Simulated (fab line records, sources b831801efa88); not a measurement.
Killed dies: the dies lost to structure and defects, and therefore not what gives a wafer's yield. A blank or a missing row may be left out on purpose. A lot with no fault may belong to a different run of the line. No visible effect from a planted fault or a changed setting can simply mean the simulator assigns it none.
2 desks, one fault    flow gf180mcu    what lay behind the numbers comes last; until then each desk has only its own

## THE TOOL OWNER'S DESK: hdpcvd-02
The tool's own readings at GF_V2_CVD_00 (deposits SiO2, target thk 600 nm, time 100 s): means of the sampled wafers that have a number, for each lot that ran on this tool. A lot is out of limits, marked OUT, if its mean lies more than 4 standard deviations from the usual mean; the brackets give that distance.
Columns: A = sih4_flow_sccm at GF_V2_CVD_00, usual 60.00 sccm
lot   first seen here  A
L941  day 18 17:31     60.00
L942  day 19 06:12     59.84
L944  day 21 01:42     59.97
L947  day 21 12:03     60.16
L953  day 23 15:32     60.01
L954  day 24 00:40     60.08
L955  day 24 16:08     53.79 (-39) OUT
L958  day 25 08:35     55.92 (-25) OUT
This desk's finding: out of limits on L955, L958; first on L955, day 24 16:08 (sih4_flow_sccm at GF_V2_CVD_00). In limits: L941, L942, L944, L947, L953, L954.

## AT THE METROLOGY DESK
Lot by lot, what the gauges showed, no matter which tool ran the lot: averages of those sampled wafers that carry a number. A lot is out of limits, marked OUT, if its mean lies more than 4 standard deviations from the usual mean; the brackets give that distance.
Columns: A = cd_nm at GF_M1_CD_MEAS_14, usual 230.5 nm; B = V2_CVD_00_THK at GF_V2_THK_MEAS_01, usual 600 nm
lot   first seen here  A      B
L941  day 16 17:07     230.6  600
L942  day 17 04:40     231.8  606
L943  day 18 15:52     230.8  597
L944  day 18 22:25     230.6  595
L946  day 18 23:38     227.9  611
L947  day 19 08:31     228.4  594
L951  day 21 05:31     230.1  593
L953  day 21 13:19     231.3  603
L954  day 21 23:20     232.0  598
L955  day 22 15:53     229.1  536 (-9.6) OUT
L958  day 23 08:05     230.8  561 (-5.9) OUT
L964  day 25 06:36     231.5  600
Finding of this desk: L955, L958 out of limits, first seen on L955 at day 24 16:13 (V2_CVD_00_THK at GF_V2_THK_MEAS_01). In limits: L941, L942, L943, L944, L946, L947, L951, L953, L954, L964.

## TAKEN TOGETHER
The tool owner's desk had the chance to raise an alarm at day 24 16:08 on L955, L958.
On L955, L958, the metrology desk was in a position to raise an alarm at day 24 16:13.
Every lot named ran GF_V2_CVD_00 on hdpcvd-02.

## WHAT THE SIMULATOR HAD INSERTED
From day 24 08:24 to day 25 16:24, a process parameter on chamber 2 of hdpcvd-02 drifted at GF_V2_CVD_00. A move of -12 in setting sih4_flow_sccm, from 60. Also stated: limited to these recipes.
Struck lots among those shown: L955, L958.
Counting hours from when the fault started, the first reading out of limits came at 8 for the tool owner's desk and at 8 for the metrology desk.
